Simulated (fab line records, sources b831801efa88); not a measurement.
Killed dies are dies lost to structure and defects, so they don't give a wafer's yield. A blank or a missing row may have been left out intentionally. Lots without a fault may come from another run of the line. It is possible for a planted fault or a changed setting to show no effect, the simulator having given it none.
fab line records ; flow sky130
[record] lots = 14; wafers = 40; last-day = 50
route steps=708 shown METAL1@436 VIA1@458
lots untouched by any fault: they come from a run of this same line in which no faults occurred
start-h: start of the lot's first displayed wafer, in hours after the record's first day ; wait-h: how many hours have passed since the lot's step before this one ; " repeats the value in the row above ; L1.1+2: a single row standing in for several wafers ; - either no value or no given start ; * or withheld: withheld ; < > ~ a bound
route shown NAME@n: names a module that has steps shown in the file, with the first one's number in the route ; usual: average and standard deviation across the fault-free wafers ; same: alike in all rows ; chamber/n: place in a boat ; sites: each site's reading ; _std_site: how widely they spread, as a standard deviation ; _edge_site: outer sites' mean less inner sites' ; radius-mm: how far each site lies from the wafer's centre ; mask NAME#n: copy n ; behind: the tool/chamber that last shaped the wafer ; hold: why the lot was held/for how many hours/how that ended ; device: the transistor (n, p or np) that didn't switch ; end of line: the tests these same wafers got at the end of their route ; where a step has no rows: the recipe by itself ; killed: count of dies lost to structure and defects at first sort (not the wafer's yield) ; map: a wafer's dies, x killed, . not, _ none there
set.NAME: the run value of the setting; set.NAME@STEP: its run value at that earlier step ; model.NAME: the simulator's own value behind a step, which no gauge read
a sample of lots followed through the steps of the route, with each step as a table and each wafer as a row
services: a tool's chamber out of use, with start hour (start-h, from the record's first day; less than 0 if before it), hours out, and reason
[[steps]]
[step SKY_METAL1_SPUTTER_02]
[recipe] material = AlCu; target-thk-nm = 250; power-w = 10600; time-s = 13.3; chamber-pressure-pa = 0.4
[usual] cathode-dc-power-W = 10600/2; throttle-valve-pct = 30.1/1.5
[same] time-s = 13.3
lot.wafer;tool;chamber;start-h;wait-h;cathode-dc-power-W;throttle-valve-pct
L212.1;pvd-sputter-03;-;752.85;0.0;10601;29.9
L212.3;pvd-sputter-03;-;752.85;0.0;10602;27.7
L212.6;pvd-sputter-03;-;752.85;0.0;10603;30.1
L213.2;pvd-sputter-04;-;757.93;0.0;10600;28.8
L213.4;pvd-sputter-04;-;757.93;0.0;10602;28.9
L213.5;pvd-sputter-04;-;757.93;0.0;10600;28.8
L214.1;pvd-sputter-01;-;778.40;0.0;10601;29.7
L214.4;pvd-sputter-01;-;778.40;0.0;10599;28.5
L214.6;pvd-sputter-01;-;778.40;0.0;10595;28.2
L215.2;pvd-sputter-04;-;801.26;0.0;10599;28.9
L215.4;pvd-sputter-04;-;801.26;0.0;10600;32.6
L215.6;pvd-sputter-04;-;801.26;0.0;10602;29.0
L217.1;pvd-sputter-04;-;809.65;0.0;10598;32.8
L217.2;pvd-sputter-04;-;809.65;0.0;10601;29.2
L217.3;pvd-sputter-04;-;809.65;0.0;10602;29.0
L220.2;pvd-sputter-04;-;829.35;0.0;10599;29.2
L220.3;pvd-sputter-04;-;829.35;0.0;10601;29.0
L220.6;pvd-sputter-04;-;829.35;0.0;10601;31.6
L222.3;pvd-sputter-01;-;830.13;0.0;10598;29.8
L222.4;pvd-sputter-01;-;830.13;0.0;10601;29.9
L222.5;pvd-sputter-01;-;830.13;0.0;10600;29.9
L223.5;pvd-sputter-03;-;850.16;0.0;10600;30.0
L226.1;pvd-sputter-04;-;863.81;0.0;10598;29.0
L226.2;pvd-sputter-04;-;863.81;0.0;10598;31.7
L226.3;pvd-sputter-04;-;863.81;0.0;10599;28.8
L227.1;pvd-sputter-04;-;876.60;0.0;10598;31.5
L227.2;pvd-sputter-04;-;876.60;0.0;10598;32.8
L227.5;pvd-sputter-04;-;876.60;0.0;10605;29.1
L228.1;pvd-sputter-01;-;879.26;0.0;10599;30.7
L228.5;pvd-sputter-01;-;879.26;0.0;10598;30.1
L228.6;pvd-sputter-01;-;879.26;0.0;10601;31.2
L229.2;pvd-sputter-04;-;882.31;0.0;10602;32.9
L229.4;pvd-sputter-04;-;882.31;0.0;10602;28.8
L229.5;pvd-sputter-04;-;882.31;0.0;10600;31.3
L230.1;pvd-sputter-03;-;884.06;0.0;10602;29.9
L230.2;pvd-sputter-03;-;884.06;0.0;10599;28.0
L230.6;pvd-sputter-03;-;884.06;0.0;10598;28.0
L233.1;pvd-sputter-04;-;910.36;0.0;10600;31.5
L233.2;pvd-sputter-04;-;910.36;0.0;10599;29.1
L233.4;pvd-sputter-04;-;910.36;0.0;10601;33.1
[step SKY_VIA1_HDPCVD_00]
[recipe] material = SiO2; target-thk-nm = 1030; sigma-open-frac = 0.3; time-s = 171.7; temp-c = 400; sih4-flow-sccm = 60; pressure-mtorr = 6
[same] time-s = 171.7
lot.wafer;tool;chamber;start-h;wait-h
L212.1+3+6;hdpcvd-02;1,0,1;780.75;0.0
L213.2+4+5;hdpcvd-02;0,2,0;786.06;0.0
L214.1+4+6;hdpcvd-01;1,0,1;803.94;0.0
L215.2+4+6;hdpcvd-02;1,0,2;829.32;0.0
L217.1+2+3;hdpcvd-01;0,2,1;837.51;0.0
L220.2+3+6;hdpcvd-02;2,1,0;856.90;0.0
L222.3+4+5;hdpcvd-02;0,1,2;858.36;0.0
L223.5;hdpcvd-02;2;877.53;0.1
L226.1+2+3;hdpcvd-01;0,1,2;889.17;0.0
L227.1+2+5;hdpcvd-01;0,2,0;902.80;0.0
L228.1+5+6;hdpcvd-01;2,2,0;905.70;0.0
L229.2+4+5;hdpcvd-01;1,0,1;909.81;0.0
L230.1+2+6;hdpcvd-01;1,2,0;910.72;0.0
L233.1+2+4;hdpcvd-01;0,2,0;937.10;0.0
[step SKY_VIA1_THK_MEAS_01]
[recipe] reads = SiO2_of_VIA1_HDPCVD_00
[usual] VIA1_HDPCVD_THK = 1031/10
lot.wafer;tool;chamber;start-h;wait-h;VIA1_HDPCVD_THK[nm]
L212.1;film-metro-03;-;780.87;0.1;1006
L212.3;film-metro-03;-;780.87;0.1;1028
L212.6;film-metro-03;-;780.87;0.1;1013
L213.2;film-metro-03;-;786.18;0.1;1054
L213.4;film-metro-03;-;786.18;0.1;1037
L213.5;film-metro-03;-;786.18;0.1;1049
L214.1;film-metro-03;-;804.05;0.1;1034
L214.4;film-metro-03;-;804.05;0.1;1027
L214.6;film-metro-03;-;804.05;0.1;1025
L215.2;film-metro-02;-;829.44;0.1;1032
L215.4;film-metro-02;-;829.44;0.1;1038
L215.6;film-metro-02;-;829.44;0.1;1036
L217.1;film-metro-03;-;837.63;0.1;1036
L217.2;film-metro-03;-;837.63;0.1;1048
L217.3;film-metro-03;-;837.63;0.1;1028
L220.2;film-metro-04;-;857.02;0.1;1049
L220.3;film-metro-04;-;857.02;0.1;904
L220.6;film-metro-04;-;857.02;0.1;1034
L222.3;film-metro-02;-;858.49;0.1;1047
L222.4;film-metro-02;-;858.49;0.1;902
L222.5;film-metro-02;-;858.49;0.1;1030
L223.5;film-metro-03;-;877.63;0.0;1036
L226.1;film-metro-02;-;889.28;0.1;1022
L226.2;film-metro-02;-;889.28;0.1;1022
L226.3;film-metro-02;-;889.28;0.1;1031
L227.1;film-metro-03;-;902.91;0.1;1010
L227.2;film-metro-03;-;902.91;0.1;1008
L227.5;film-metro-03;-;902.91;0.1;1016
L228.1;film-metro-03;-;905.81;0.1;1043
L228.5;film-metro-03;-;905.81;0.1;1035
L228.6;film-metro-03;-;905.81;0.1;1028
L229.2;film-metro-02;-;909.93;0.1;1013
L229.4;film-metro-02;-;909.93;0.1;1011
L229.5;film-metro-02;-;909.93;0.1;1022
L230.1;film-metro-02;-;910.83;0.1;1013
L230.2;film-metro-02;-;910.83;0.1;1031
L230.6;film-metro-02;-;910.83;0.1;1024
L233.1;film-metro-02;-;937.27;0.1;1029
L233.2;film-metro-02;-;937.27;0.1;1040
L233.4;film-metro-02;-;937.27;0.1;1029
[step SKY_VIA1_CD_MEAS_12]
[recipe] target-cd-nm = 150
[usual] cd-nm = 150.0/1.9
lot.wafer;tool;chamber;start-h;wait-h;cd-nm
L212.1;cd-sem-02;-;805.83;-;151.5
L212.3;cd-sem-02;-;805.83;-;149.9
L212.6;cd-sem-02;-;805.83;-;151.2
L213.2;cd-sem-02;-;812.90;-;147.7
L213.4;cd-sem-02;-;812.90;-;150.0
L213.5;cd-sem-02;-;812.90;-;148.3
L214.1;cd-sem-01;-;832.23;-;148.5
L214.4;cd-sem-01;-;832.23;-;149.3
L214.6;cd-sem-01;-;832.23;-;148.0
L215.2;cd-sem-02;-;856.70;-;148.2
L215.4;cd-sem-02;-;856.70;-;147.9
L215.6;cd-sem-02;-;856.70;-;149.6
L217.1;cd-sem-02;-;864.17;-;150.4
L217.2;cd-sem-02;-;864.17;-;151.0
L217.3;cd-sem-02;-;864.17;-;150.9
L220.2;cd-sem-01;-;882.45;-;148.7
L220.3;cd-sem-01;-;882.45;-;147.2
L220.6;cd-sem-01;-;882.45;-;147.3
L222.3;cd-sem-02;-;884.03;-;152.1
L222.4;cd-sem-02;-;884.03;-;152.2
L222.5;cd-sem-02;-;884.03;-;151.4
L223.5;cd-sem-01;-;902.86;-;149.2
L226.1;cd-sem-02;-;915.69;-;148.9
L226.2;cd-sem-02;-;915.69;-;147.8
L226.3;cd-sem-02;-;915.69;-;147.5
L227.1;cd-sem-01;-;930.17;-;150.9
L227.2;cd-sem-01;-;930.17;-;152.4
L227.5;cd-sem-01;-;930.17;-;152.4
L228.1;cd-sem-01;-;932.58;-;153.0
L228.5;cd-sem-01;-;932.58;-;153.3
L228.6;cd-sem-01;-;932.58;-;154.7
L229.2;cd-sem-02;-;936.05;-;150.1
L229.4;cd-sem-02;-;936.05;-;149.8
L229.5;cd-sem-02;-;936.05;-;149.2
L230.1;cd-sem-02;-;937.54;-;147.6
L230.2;cd-sem-02;-;937.54;-;149.6
L230.6;cd-sem-02;-;937.54;-;151.7
L233.1;cd-sem-02;-;961.02;-;147.8
L233.2;cd-sem-02;-;961.02;-;146.3
L233.4;cd-sem-02;-;961.02;-;147.0
[step SKY_VIA1_OVL_MEAS_13]
[usual] VIA1_OVL = 3/5
lot.wafer;tool;chamber;start-h;wait-h;VIA1_OVL[nm]
L212.1;overlay-02;-;805.95;0.1;10
L212.3;overlay-02;-;805.95;0.1;8
L212.6;overlay-02;-;805.95;0.1;0
L213.2;overlay-02;-;813.01;0.1;1
L213.4;overlay-02;-;813.01;0.1;9
L213.5;overlay-02;-;813.01;0.1;9
L214.1;overlay-01;-;832.35;0.1;-1
L214.4;overlay-01;-;832.35;0.1;2
L214.6;overlay-01;-;832.35;0.1;8
L215.2;overlay-02;-;856.81;0.1;3
L215.4;overlay-02;-;856.81;0.1;-2
L215.6;overlay-02;-;856.81;0.1;6
L217.1;overlay-02;-;864.29;0.1;6
L217.2;overlay-02;-;864.29;0.1;-2
L217.3;overlay-02;-;864.29;0.1;-3
L220.2;overlay-02;-;882.56;0.1;0
L220.3;overlay-02;-;882.56;0.1;-4
L220.6;overlay-02;-;882.56;0.1;-4
L222.3;overlay-01;-;884.12;0.1;1
L222.4;overlay-01;-;884.12;0.1;0
L222.5;overlay-01;-;884.12;0.1;2
L223.5;overlay-02;-;902.93;0.0;5
L226.1;overlay-01;-;915.81;0.1;8
L226.2;overlay-01;-;915.81;0.1;4
L226.3;overlay-01;-;915.81;0.1;8
L227.1;overlay-01;-;930.29;0.1;6
L227.2;overlay-01;-;930.29;0.1;7
L227.5;overlay-01;-;930.29;0.1;2
L228.1;overlay-02;-;932.70;0.1;11
L228.5;overlay-02;-;932.70;0.1;7
L228.6;overlay-02;-;932.70;0.1;6
L229.2;overlay-01;-;936.16;0.1;5
L229.4;overlay-01;-;936.16;0.1;6
L229.5;overlay-01;-;936.16;0.1;-5
L230.1;overlay-02;-;937.66;0.1;4
L230.2;overlay-02;-;937.66;0.1;2
L230.6;overlay-02;-;937.66;0.1;2
L233.1;overlay-01;-;961.14;0.1;-1
L233.2;overlay-01;-;961.14;0.1;6
L233.4;overlay-01;-;961.14;0.1;5
[step SKY_VIA1_ETCH_15]
[recipe] target = SiO2; chemistry = C4F8/O2/Ar; target-depth-nm = 351; stop-on = TiN; mask-material = KrF-thick; source-w = 1500; bias-w = 1200; pressure-mtorr = 40; c4f8-flow-sccm = withheld; O2_flow_sccm = 6; Ar_flow_sccm = 300; time-s = 54
[usual] oes-product-au = 0.982/0.0056; rf-fwd-power-W = 1488/5.7
[same] time-s = 54
lot.wafer;tool;chamber;start-h;wait-h;oes-product-au;rf-fwd-power-W;rf-hours-counter-h
L212.1;rie-diel-03;2;806.03;0.0;0.990;1490;9
L212.3;rie-diel-03;1;806.03;0.0;0.984;1486;7
L212.6;rie-diel-03;0;806.03;0.0;0.983;1484;-
L213.2;rie-diel-03;2;813.08;0.0;0.984;1493;9
L213.4;rie-diel-03;1;813.08;0.0;0.986;1494;-
L213.5;rie-diel-03;2;813.08;0.0;0.983;1493;-
L214.1;rie-diel-01;3;832.43;0.0;0.987;1480;8
L214.4;rie-diel-01;1;832.43;0.0;0.975;1492;-
L214.6;rie-diel-01;2;832.43;0.0;0.983;1485;-
L215.2;rie-diel-04;0;856.88;0.0;0.980;1481;3
L215.4;rie-diel-04;1;856.88;0.0;0.977;1476;3
L215.6;rie-diel-04;0;856.88;0.0;0.974;1483;-
L217.1;rie-diel-03;2;864.37;0.0;0.978;1485;11
L217.2;rie-diel-03;3;864.37;0.0;0.984;1487;1
L217.3;rie-diel-03;0;864.37;0.0;0.982;1496;22
L220.2;rie-diel-01;3;882.63;0.0;0.982;1489;9
L220.3;rie-diel-01;1;882.63;0.0;0.763;1483;6
L220.6;rie-diel-01;2;882.63;0.0;0.975;1483;-
L222.3;rie-diel-01;3;884.18;0.0;0.970;1492;9
L222.4;rie-diel-01;1;884.18;0.0;0.771;1492;6
L222.5;rie-diel-01;3;884.18;0.0;0.980;1492;-
L223.5;rie-diel-03;0;903.00;0.0;0.985;1490;-
L226.1;rie-diel-03;1;915.88;0.0;0.990;1495;10
L226.2;rie-diel-03;0;915.88;0.0;0.995;1496;23
L226.3;rie-diel-03;2;915.88;0.0;0.982;1496;13
L227.1;rie-diel-01;3;930.37;0.0;0.980;1490;9
L227.2;rie-diel-01;1;930.37;0.0;0.983;1492;7
L227.5;rie-diel-01;2;930.37;0.0;0.980;1483;-
L228.1;rie-diel-03;2;932.78;0.0;0.979;1479;13
L228.5;rie-diel-03;0;932.78;0.0;0.985;1493;-
L228.6;rie-diel-03;1;932.78;0.0;0.986;1495;-
L229.2;rie-diel-03;1;936.23;0.0;0.979;1494;11
L229.4;rie-diel-03;2;936.23;0.0;0.984;1484;14
L229.5;rie-diel-03;1;936.23;0.0;0.992;1492;-
L230.1;rie-diel-03;0;937.73;0.0;0.987;1481;24
L230.2;rie-diel-03;3;937.73;0.0;0.981;1477;3
L230.6;rie-diel-03;3;937.73;0.0;0.971;1480;-
L233.1;rie-diel-03;1;961.22;0.0;0.978;1486;12
L233.2;rie-diel-03;2;961.22;0.0;0.990;1486;14
L233.4;rie-diel-03;0;961.22;0.0;0.985;1490;25
[[services]]
tool;chamber;start-h;hours;kind
pvd-sputter-01;-;733.14;7.9;repair
rie-diel-03;1;733.46;12.6;repair
rie-diel-04;1;749.76;14.4;repair
pvd-sputter-01;-;768.24;0.6;repair
rie-diel-01;3;786.16;5.0;repair
rie-diel-04;-;795.13;14.6;pm
rie-diel-03;0;796.75;4.4;repair
rie-diel-01;0;805.04;28.1;repair
pvd-sputter-01;-;819.52;3.0;repair
hdpcvd-01;-;822.80;1.8;repair
hdpcvd-02;-;834.14;4.3;pm
rie-diel-01;-;858.90;0.3;repair
hdpcvd-01;-;866.28;2.8;pm
rie-diel-01;2;869.51;2.4;repair
hdpcvd-02;-;909.05;6.0;pm
rie-diel-01;-;912.30;15.6;pm
hdpcvd-01;1;925.73;15.4;repair
rie-diel-01;1;931.66;3.2;repair
rie-diel-03;3;937.78;2.5;repair
rie-diel-03;0;942.42;5.4;repair
pvd-sputter-01;-;944.01;3.1;repair
hdpcvd-02;-;950.25;15.0;pm
hdpcvd-02;0;950.67;5.7;repair
pvd-sputter-04;-;956.39;2.9;repair
[[key]]
[first-sign] step = SKY_VIA1_THK_MEAS_01; reading = VIA1_HDPCVD_THK; direction = down; sigmas = 12; usual = 1031; struck = 903
[effect] step = SKY_VIA1_ETCH_15; reading = oes-product-au; direction = down; sigmas = 39; usual = 0.982; struck = 0.767
met-at SKY_VIA1_HDPCVD_00
struck-lots L220,L222
struck-wafers L220.3,L222.4
sort-left-out L220.3,L222.4
not-acting-at SKY_METAL1_SPUTTER_02,SKY_VIA1_CD_MEAS_12,SKY_VIA1_OVL_MEAS_13
onset-between 829.32 856.90
[fault] kind = site-profile-drift; tool = hdpcvd-02; chamber = 1; onset-h = 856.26; steps = SKY_VIA1_HDPCVD_00; basis = fraction; max-abs-drift = 0.26122; slope-share-per-hr = 58.049; site-pattern = 0,0,0,0,0,-1,-1,-1,-1
// sort-left-out: the simulated sort isn't trusted on such a fault, so these wafers' sort isn't shown, and their yield isn't known
